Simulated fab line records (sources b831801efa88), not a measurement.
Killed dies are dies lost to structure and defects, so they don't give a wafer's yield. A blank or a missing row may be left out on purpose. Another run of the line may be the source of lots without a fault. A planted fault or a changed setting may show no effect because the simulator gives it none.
What tool caused it? || flow gf180mcu || 14 lots with 42 wafers sampled at 5 steps, on a route of 602 steps

WHAT EACH GAUGE READ, for each wafer
GF_STI_THK_MEAS_02.
{"lot": "L224", "measured": "day 1 11:32", "on": "filmMetro-03", "STI_OXIDATION_THK (nm)": "10.03 9.84 9.87"}
{"lot": "L225", "measured": "day 1 16:31", "on": "filmMetro-02", "STI_OXIDATION_THK (nm)": "10.05 9.82 10.04"}
{"lot": "L226", "measured": "day 1 21:42", "on": "filmMetro-03", "STI_OXIDATION_THK (nm)": "10.42 10.43 10.42"}
{"lot": "L227", "measured": "day 2 02:31", "on": "filmMetro-01", "STI_OXIDATION_THK (nm)": "10.32 10.30 10.06"}
{"lot": "L228", "measured": "day 2 07:35", "on": "filmMetro-03", "STI_OXIDATION_THK (nm)": "10.12 10.14 10.04"}
{"lot": "L229", "measured": "day 2 12:32", "on": "filmMetro-01", "STI_OXIDATION_THK (nm)": "10.17 9.93 10.06"}
{"lot": "L232", "measured": "day 3 03:40", "on": "filmMetro-02", "STI_OXIDATION_THK (nm)": "9.94 9.67 9.90"}
{"lot": "L233", "measured": "day 3 08:32", "on": "filmMetro-03", "STI_OXIDATION_THK (nm)": "10.18 10.06 10.21"}
{"lot": "L235", "measured": "day 3 21:34", "on": "filmMetro-01", "STI_OXIDATION_THK (nm)": "16.46 16.20 16.24 16.49 16.25 16.24"}
{"lot": "L236", "measured": "day 3 23:31", "on": "filmMetro-01", "STI_OXIDATION_THK (nm)": "10.03 9.95 10.07"}
{"lot": "L237", "measured": "day 4 04:34", "on": "filmMetro-03", "STI_OXIDATION_THK (nm)": "9.98 10.05 10.01"}
{"lot": "L238", "measured": "day 4 09:32", "on": "filmMetro-01", "STI_OXIDATION_THK (nm)": "9.82 9.94 9.66"}
{"lot": "L239", "measured": "day 4 16:46", "on": "filmMetro-01", "STI_OXIDATION_THK (nm)": "16.26 16.10 16.05 16.31 16.10 16.11"}
{"lot": "L247", "measured": "day 6 06:57", "on": "filmMetro-03", "STI_OXIDATION_THK (nm)": "10.08 10.13 10.08"}

GF_DNWELL_TW_MEAS_09.
{"lot": "L224", "measured": "day 2 18:47", "on": "filmMetro-04", "DNWELL_TW": "1368 1369 1375"}
{"lot": "L225", "measured": "day 3 00:26", "on": "filmMetro-03", "DNWELL_TW": "1364 1368 1371"}
{"lot": "L226", "measured": "day 3 05:11", "on": "filmMetro-01", "DNWELL_TW": "1350 1357 1355"}
{"lot": "L227", "measured": "day 3 11:58", "on": "filmMetro-03", "DNWELL_TW": "1353 1365 1359"}
{"lot": "L228", "measured": "day 3 15:43", "on": "filmMetro-04", "DNWELL_TW": "1364 1359 1359"}
{"lot": "L229", "measured": "day 3 21:37", "on": "filmMetro-01", "DNWELL_TW": "1356 1361 1368"}
{"lot": "L232", "measured": "day 4 13:59", "on": "filmMetro-04", "DNWELL_TW": "1360 1358 1359"}
{"lot": "L233", "measured": "day 4 19:11", "on": "filmMetro-01", "DNWELL_TW": "1343 1350 1351"}
{"lot": "L235", "measured": "day 5 06:46", "on": "filmMetro-03", "DNWELL_TW": "1363 1375 1366"}
{"lot": "L236", "measured": "day 5 09:40", "on": "filmMetro-01", "DNWELL_TW": "1354 1349 1359"}
{"lot": "L237", "measured": "day 5 16:23", "on": "filmMetro-01", "DNWELL_TW": "1336 1349 1347"}
{"lot": "L238", "measured": "day 5 21:56", "on": "filmMetro-04", "DNWELL_TW": "1362 1360 1367"}
{"lot": "L239", "measured": "day 6 03:16", "on": "filmMetro-01", "DNWELL_TW": "1356 1352 1347"}
{"lot": "L247", "measured": "day 8 02:31", "on": "filmMetro-01", "DNWELL_TW": "1352 1351 1360"}

GF_SALICIDE_RS_MEAS_04: uses a four-point probe to measure.
{"lot": "L224", "measured": "day 15 03:10", "on": "filmMetro-01", "SALICIDE_TIN_RS (ohm/sq)": "16.6 16.1 16.0"}
{"lot": "L225", "measured": "day 15 19:55", "on": "filmMetro-03", "SALICIDE_TIN_RS (ohm/sq)": "16.0 16.0 15.3"}
{"lot": "L226", "measured": "day 16 06:17", "on": "filmMetro-03", "SALICIDE_TIN_RS (ohm/sq)": "15.8 15.9 16.1"}
{"lot": "L227", "measured": "day 16 04:13", "on": "filmMetro-04", "SALICIDE_TIN_RS (ohm/sq)": "17.2 17.0 16.6"}
{"lot": "L228", "measured": "day 16 11:47", "on": "filmMetro-01", "SALICIDE_TIN_RS (ohm/sq)": "16.7 16.1 16.1"}
{"lot": "L229", "measured": "day 17 02:49", "on": "filmMetro-04", "SALICIDE_TIN_RS (ohm/sq)": "15.5 16.2 16.2"}
{"lot": "L232", "measured": "day 18 03:34", "on": "filmMetro-04", "SALICIDE_TIN_RS (ohm/sq)": "15.9 16.1 15.9"}
{"lot": "L233", "measured": "day 18 12:28", "on": "filmMetro-01", "SALICIDE_TIN_RS (ohm/sq)": "16.0 16.2 16.5"}
{"lot": "L235", "measured": "day 19 07:05", "on": "filmMetro-01", "SALICIDE_TIN_RS (ohm/sq)": "16.4 16.6 16.6"}
{"lot": "L236", "measured": "day 19 10:19", "on": "filmMetro-03", "SALICIDE_TIN_RS (ohm/sq)": "16.1 16.6 16.4"}
{"lot": "L237", "measured": "day 20 01:52", "on": "filmMetro-01", "SALICIDE_TIN_RS (ohm/sq)": "16.0 16.2 16.6"}
{"lot": "L238", "measured": "day 20 10:11", "on": "filmMetro-01", "SALICIDE_TIN_RS (ohm/sq)": "16.1 16.2 15.8"}
{"lot": "L239", "measured": "day 20 11:41", "on": "filmMetro-01", "SALICIDE_TIN_RS (ohm/sq)": "17.0 16.4 16.9"}
{"lot": "L247", "measured": "day 23 12:56", "on": "filmMetro-03", "SALICIDE_TIN_RS (ohm/sq)": "16.1 15.9 16.2"}

EACH LOT AND THE TOOL THAT RAN IT (in order: tool; ch and the chambers of the sampled wafers; start)
{"lot": "L224", "GF_STI_OXIDATION_01": "furnace-01 ch 0, day 1 10:07", "GF_SAB_ETCH_11": "rieDiel-03 ch 0,2,3, day 15 02:44"}
{"lot": "L225", "GF_STI_OXIDATION_01": "furnace-01 ch 0, day 1 15:07", "GF_SAB_ETCH_11": "rieDiel-03 ch 1,2, day 15 19:31"}
{"lot": "L226", "GF_STI_OXIDATION_01": "furnace-02 ch 0, day 1 20:17", "GF_SAB_ETCH_11": "rieDiel-02 ch 0,2,3, day 16 05:53"}
{"lot": "L227", "GF_STI_OXIDATION_01": "furnace-01 ch 0, day 2 01:07", "GF_SAB_ETCH_11": "rieDiel-04 ch 0,3, day 16 03:50"}
{"lot": "L228", "GF_STI_OXIDATION_01": "furnace-02 ch 0, day 2 06:10", "GF_SAB_ETCH_11": "rieDiel-02 ch 0,2, day 16 11:22"}
{"lot": "L229", "GF_STI_OXIDATION_01": "furnace-02 ch 0, day 2 11:09", "GF_SAB_ETCH_11": "rieDiel-04 ch 0,1, day 17 02:26"}
{"lot": "L232", "GF_STI_OXIDATION_01": "furnace-01 ch 0, day 3 02:15", "GF_SAB_ETCH_11": "rieDiel-02 ch 0,3, day 18 03:05"}
{"lot": "L233", "GF_STI_OXIDATION_01": "furnace-01 ch 0, day 3 07:07", "GF_SAB_ETCH_11": "rieDiel-03 ch 0,1, day 18 12:02"}
{"lot": "L235", "GF_STI_OXIDATION_01": "furnace-01 ch 0, day 3 17:15", "GF_SAB_ETCH_11": "rieDiel-02 ch 0,3, day 19 06:40"}
{"lot": "L236", "GF_STI_OXIDATION_01": "furnace-01 ch 0, day 3 22:07", "GF_SAB_ETCH_11": "rieDiel-03 ch 1,3, day 19 09:56"}
{"lot": "L237", "GF_STI_OXIDATION_01": "furnace-02 ch 0, day 4 03:10", "GF_SAB_ETCH_11": "rieDiel-04 ch 1,2, day 20 01:22"}
{"lot": "L238", "GF_STI_OXIDATION_01": "furnace-02 ch 0, day 4 08:07", "GF_SAB_ETCH_11": "rieDiel-03 ch 2,3, day 20 09:43"}
{"lot": "L239", "GF_STI_OXIDATION_01": "furnace-01 ch 0, day 4 13:49", "GF_SAB_ETCH_11": "rieDiel-04 ch 1,2,3, day 20 11:16"}
{"lot": "L247", "GF_STI_OXIDATION_01": "furnace-01 ch 0, day 6 05:29", "GF_SAB_ETCH_11": "rieDiel-02 ch 0,1,2, day 23 12:32"}
- GF_STI_OXIDATION_01: stabilise 600 s, purge 300 s, target thk 10 nm.
- GF_SAB_ETCH_11: etches SiO2 in C4F8/O2/Ar, target depth 55 nm, time 8.5 s.

WHAT THE TOOLS THEMSELVES READ (means of the sampled wafers that have a number; where no wafer has one, the mark that the record gives instead)
GF_SAB_ETCH_11.
{"lot": "L224", "tool": "rieDiel-03", "oesProductAu (a.u.)": 0.997}
{"lot": "L225", "tool": "rieDiel-03", "oesProductAu (a.u.)": 1.014}
{"lot": "L226", "tool": "rieDiel-02", "oesProductAu (a.u.)": 1.014}
{"lot": "L227", "tool": "rieDiel-04", "oesProductAu (a.u.)": 0.976}
{"lot": "L228", "tool": "rieDiel-02", "oesProductAu (a.u.)": 1.005}
{"lot": "L229", "tool": "rieDiel-04", "oesProductAu (a.u.)": 1.000}
{"lot": "L232", "tool": "rieDiel-02", "oesProductAu (a.u.)": 1.018}
{"lot": "L233", "tool": "rieDiel-03", "oesProductAu (a.u.)": 1.020}
{"lot": "L235", "tool": "rieDiel-02", "oesProductAu (a.u.)": 1.030}
{"lot": "L236", "tool": "rieDiel-03", "oesProductAu (a.u.)": 1.008}
{"lot": "L237", "tool": "rieDiel-04", "oesProductAu (a.u.)": 1.027}
{"lot": "L238", "tool": "rieDiel-03", "oesProductAu (a.u.)": 0.990}
{"lot": "L239", "tool": "rieDiel-04", "oesProductAu (a.u.)": 1.011}
{"lot": "L247", "tool": "rieDiel-02", "oesProductAu (a.u.)": 1.003}

THE ANSWER, worked out from the rows above alone
Rule: the lots themselves supply what counts as usual. Put in order of their means at a reading, lots are off if they are a third of the lots or fewer, leave a main group of 4 or more, and stand apart from it by a gap of 3 or more times the standard deviation of the main group's means; of several such gaps the widest counts. Not used: any main group whose means are identical at the precision the tables above print for the reading. A lot without any number at a reading at which 4 lots or more have one is off too. Where the step has rows for the other lots, those lots are counted as sound. First the gauges in route order, then the tools' own readings, where a lot's mean is used as printed above. At the first step where some lot is off, the reading lying furthest off is the one used; lots without a number count as furthest.
Off: L235, L239, at GF_STI_THK_MEAS_02 (STI_OXIDATION_THK). Mean 10.05 nm and standard deviation 0.16 in the main group.
A tool fits if, at a process step before that reading, it ran every lot that is off, and no sound lot after the first of them. Gauges at GF_STI_THK_MEAS_02: tried the same way as those tools. Not one of the candidates tried fits.

WHAT THE SIMULATOR HAD PUT IN
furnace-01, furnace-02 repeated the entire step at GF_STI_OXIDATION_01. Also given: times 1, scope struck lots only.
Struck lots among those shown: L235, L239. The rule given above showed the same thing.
